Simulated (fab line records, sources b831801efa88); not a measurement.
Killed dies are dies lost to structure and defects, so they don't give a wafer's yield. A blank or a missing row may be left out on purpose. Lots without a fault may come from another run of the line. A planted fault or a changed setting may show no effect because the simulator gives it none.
A struck lot beside a sound one | flow sky130 | 16 steps out of a route of 708
Sound: wafers L194.1, L194.5, L194.6. Struck: wafers L198.1, L198.6. (L198.2 of the same lot was not struck and is left out.) The cause comes at the end.
At each step with rows: each side's tool, then ch and its chambers, then its first start. Under that, the readings that differ: sound wafers | struck wafers | difference of the means | sigmas: that difference in standard deviations of wafers without a fault.
alike: readings whose means differ by less than 2 such deviations, and words and numbers that are the same on both sides. not compared: withheld readings, readings that some wafer has no value for, bounds like >300 that may hide the same value, and numbers for which the record gives no deviation and whose values overlap.
The two part at a step that has a row with sigmas, a row that says differs or no value, or rows on one side only. Numbers that don't overlap but have no deviation are shown without sigmas and don't part them. A reading that every wafer of one side lacks parts them only if that side has two wafers or more.

first, 2 steps without rows for these wafers: SKY_METAL3_PEB_11; SKY_METAL3_DEVELOP_12 (develop time 60 s).
SKY_METAL3_CD_MEAS_13: target cd 300 nm.
  sound on cd_sem-01, day 40 14:20; struck on cd_sem-02, day 41 19:41
  alike: cd_nm
SKY_METAL3_OVL_MEAS_14:
  sound on overlay-01, day 40 14:27; struck on overlay-01, day 41 19:48
  alike: METAL3_OVL
SKY_METAL3_DESCUM_15: chemistry O2, time 8 s.
  sound on rie_metal-02 ch 0,1, day 40 14:29; struck on rie_metal-01 ch 0,1, day 41 19:50
  reading                     | sound          | struck    | difference | sigmas
  drypump_motor_current_A (A) | 6.14 6.08 6.13 | 5.35 5.69 | -0.60      | -2
  alike: chamber_pressure_mTorr, he_backside_leak_sccm, oes_product_au
  not compared: rf_hours_counter_h
SKY_METAL3_ETCH_16: etches BARC in N2/H2, stops on SiO2, time 88.2 s, target depth 60 nm.
  sound on rie_metal-02 ch 0,1, day 40 14:31; struck on rie_metal-01 ch 0,1, day 41 19:52
  reading                     | sound          | struck    | difference | sigmas
  drypump_motor_current_A (A) | 6.19 6.08 6.17 | 5.34 5.67 | -0.64      | -2
  alike: bias_w, chamber_pressure_mTorr, he_backside_leak_sccm, oes_product_au, throttle_valve_pct
  not compared: rf_hours_counter_h
SKY_METAL3_ETCH_17: etches SiO2 in C4F8/O2/Ar, stops on TiN, time 3.9 s, target depth 15 nm.
  sound on rie_diel-04 ch 0,1,2, day 40 14:37; struck on rie_diel-02 ch 0,3, day 41 19:58
  alike: bias_w, chamber_pressure_mTorr, oes_product_au
  not compared: rf_hours_counter_h
SKY_METAL3_METAL_ETCH_18: etches the open film in Cl2/BCl3, stops on SiO2, target depth 845 nm, time 183.1 s.
  sound on rie_metal-01 ch 0,1, day 40 14:38; struck on rie_metal-02 ch 0, day 41 19:59
  alike: bias_w, chamber_pressure_mTorr, drypump_motor_current_A, he_backside_leak_sccm, oes_product_au, throttle_valve_pct
  not compared: rf_hours_counter_h
then, 4 steps without rows for these wafers: SKY_METAL3_STRIP_19 (strips in O2/N2); SKY_METAL3_STRIP_20 (strips in post etch residue remover, time 1200 s); SKY_METAL3_CLEAN_21 (cleans in IPA, time 180 s); SKY_METAL3_CLEAN_22 (cleans in O3/DIW).
SKY_VIA3_HDPCVD_00: deposits SiO2, target thk 1635 nm, time 272.5 s.
  sound on hdpcvd-01 ch 0,2, day 40 15:26; struck on hdpcvd-01 ch 1,2, day 41 20:45
  reading                                  | sound          | struck    | difference | sigmas
  model.SiO2_of_VIA3_HDPCVD_00.thk_nm (nm) | 1635 1628 1661 | 2323 2318 | +679       |
SKY_VIA3_THK_MEAS_01:
  sound on film_metro-03, day 40 15:37; struck on film_metro-03, day 41 20:55
  reading              | sound          | struck    | difference | sigmas
  VIA3_HDPCVD_THK (nm) | 1636 1627 1662 | 2322 2318 | +678       | +34
SKY_VIA3_CMP_02: polishes SiO2.
  sound on cmp-02 ch 1,2,3, day 40 15:49; struck on cmp-01 ch 0,3, day 41 21:02
  alike: motor_current_A
then, 1 step without rows for these wafers: SKY_PAD_OPEN_PROBE_99.

WHERE THEY PART
First at SKY_METAL3_DESCUM_15; last, within this record, at SKY_VIA3_THK_MEAS_01. Later steps at which nothing parts them and some readings are alike: SKY_VIA3_CMP_02.

WHY: what the simulator had put in
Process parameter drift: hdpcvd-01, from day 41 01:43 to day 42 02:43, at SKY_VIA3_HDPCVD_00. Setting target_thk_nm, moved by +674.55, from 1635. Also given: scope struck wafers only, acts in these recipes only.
